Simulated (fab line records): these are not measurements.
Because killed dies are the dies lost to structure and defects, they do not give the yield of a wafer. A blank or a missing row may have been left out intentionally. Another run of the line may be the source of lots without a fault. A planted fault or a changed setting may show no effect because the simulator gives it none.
Chamber matching + flow gf180mcu + GF_V5_CMP_04 on cmp-02 has 4 sister chambers
The step polishes SiO2. 8 wafers are shown with their chamber, then 7 later ones without.

WAFERS, EACH WITH ITS CHAMBER
| wafer  | chamber | motor-current-A (A) | edge-zone-pressure-frac |
|--------|---------|---------------------|-------------------------|
| L691.3 | 0       | 9.4                 | 1.001                   |
| L691.4 | 3       | 13.0                | 1.009                   |
| L691.5 | 2       | 12.9                | 1.002                   |
| L694.3 | 1       | 12.9                | 1.009                   |
| L694.4 | 0       | 9.4                 | 0.997                   |
| L694.5 | 2       | 12.6                | 0.996                   |
| L705.1 | 3       | 12.6                | 1.004                   |
| L705.2 | 1       | 11.9                | 1.007                   |

WAFERS WHOSE CHAMBER IS MISSING
| wafer  | motor-current-A (A) | edge-zone-pressure-frac |
|--------|---------------------|-------------------------|
| L705.3 | 9.2                 | 0.995                   |
| L707.4 | 12.7                | 1.005                   |
| L707.5 | 9.1                 | 0.996                   |
| L707.6 | 12.5                | 0.998                   |
| L709.1 | 9.3                 | 0.998                   |
| L709.5 | 12.5                | 0.999                   |
| L709.6 | 12.6                | 1.004                   |

EACH ONE'S CHAMBER
| wafer  | from the rows above          | in truth                   |
|--------|------------------------------|----------------------------|
| L705.3 | 0                            | 0                          |
| L707.4 | can't be placed: 3 or 1 or 2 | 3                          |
| L707.5 | 0                            | 0                          |
| L707.6 | 2                            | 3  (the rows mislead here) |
| L709.1 | 0                            | 0                          |
| L709.5 | can't be placed: 2 or 3      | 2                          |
| L709.6 | can't be placed: 3 or 1 or 2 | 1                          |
3 of 7 placed correctly. Cannot be placed on the basis of these rows: 3; the candidates contain the true chamber in 3. Number placed wrongly: 1.
How it was worked out, from the rows above alone: a wafer's distance from a chamber is the root of the sum, over the readings, of the square of ((its reading less the chamber's mean) divided by the reading's scatter). If the next closest chamber is less than 2 further off than the closest, the wafer can't be placed; otherwise it belongs to the closest. For every chamber, the mean is computed from those of its wafers that are shown. The scatter: the root of (the sum of the squares of (reading less its chamber's mean) over the shown wafers, divided by (wafers less chambers)).
